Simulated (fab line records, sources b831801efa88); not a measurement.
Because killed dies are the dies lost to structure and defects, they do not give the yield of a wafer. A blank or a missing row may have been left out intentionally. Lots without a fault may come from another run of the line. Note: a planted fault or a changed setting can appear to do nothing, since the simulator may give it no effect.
The same fault as seen by 2 desks | flow sfqLine | only its own numbers are on each desk; what lay behind them is given at the end

THE TOOL OWNER'S DESK: pecvd-01
The tool's own readings at SFQ_TRILAYER_I4_DEP_PECVD_099 (deposits SiO2 from SiH4/N2O, time 111.11 s, target thk 500 nm): means of the sampled wafers that have a number, for each lot that ran on this tool. If a lot's mean is further than 4 standard deviations from the usual mean, the lot is out of limits and carries the mark OUT (the distance appears in the brackets).
Columns: A = heaterPowerW at SFQ_TRILAYER_I4_DEP_PECVD_099, usual 82 W; B = rfFwdPowerW at SFQ_TRILAYER_I4_DEP_PECVD_099, usual 182.3 W; C = susceptorTempC at SFQ_TRILAYER_I4_DEP_PECVD_099, usual 150.00 C; D = throttleValvePct at SFQ_TRILAYER_I4_DEP_PECVD_099, usual 24.7 %
lot  | first seen here | A  | B               | C      | D
L884 | day 49 10:02    | 85 | 182.2           | 149.97 | 25.5
L893 | day 53 18:33    | 88 | 173.0 (-14) OUT | 149.96 | 25.8
L897 | day 55 07:29    | 88 | 173.1 (-14) OUT | 149.95 | 26.0
L904 | day 57 21:29    | 96 | 182.5           | 149.90 | 27.0
This desk finds L893, L897 out of limits, L893 being first, at day 53 18:33 (rfFwdPowerW at SFQ_TRILAYER_I4_DEP_PECVD_099). In limits: L884, L904.

AT THE METROLOGY DESK
Means of the sampled wafers that have a number, per lot and without regard to the tool the lot ran on: this is what the gauges read. If a lot's mean is further than 4 standard deviations from the usual mean, the lot is out of limits and carries the mark OUT (the distance appears in the brackets).
Columns: A = M4_OVL at SFQ_M4_OVL_MEAS_926, usual -6 nm
lot  | first seen here | A
L884 | day 49 09:02    | -11
L890 | day 52 18:41    | -4
L893 | day 53 17:18    | -7
L897 | day 55 06:31    | -3
L902 | day 57 16:05    | 2
L904 | day 57 19:42    | -1
Finding of this desk: none of the 6 lots has anything out of limits.

PUT TOGETHER
The tool owner's desk could have raised an alarm at day 53 18:33, on L893, L897.
From the metrology desk's view, nothing was out of limits.
The metrology desk holds a record of L893, L897, inside its limits.
The lots listed all ran SFQ_TRILAYER_I4_DEP_PECVD_099 on pecvd-01.

WHAT THE SIMULATOR HAD INSERTED
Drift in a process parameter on pecvd-01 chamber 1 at SFQ_TRILAYER_I4_DEP_PECVD_099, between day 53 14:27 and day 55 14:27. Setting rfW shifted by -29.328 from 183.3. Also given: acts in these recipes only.
Struck lots among those shown: L893, L897.
Time in hours from fault onset to the first out-of-limits reading at each desk: the tool owner's desk, 4.
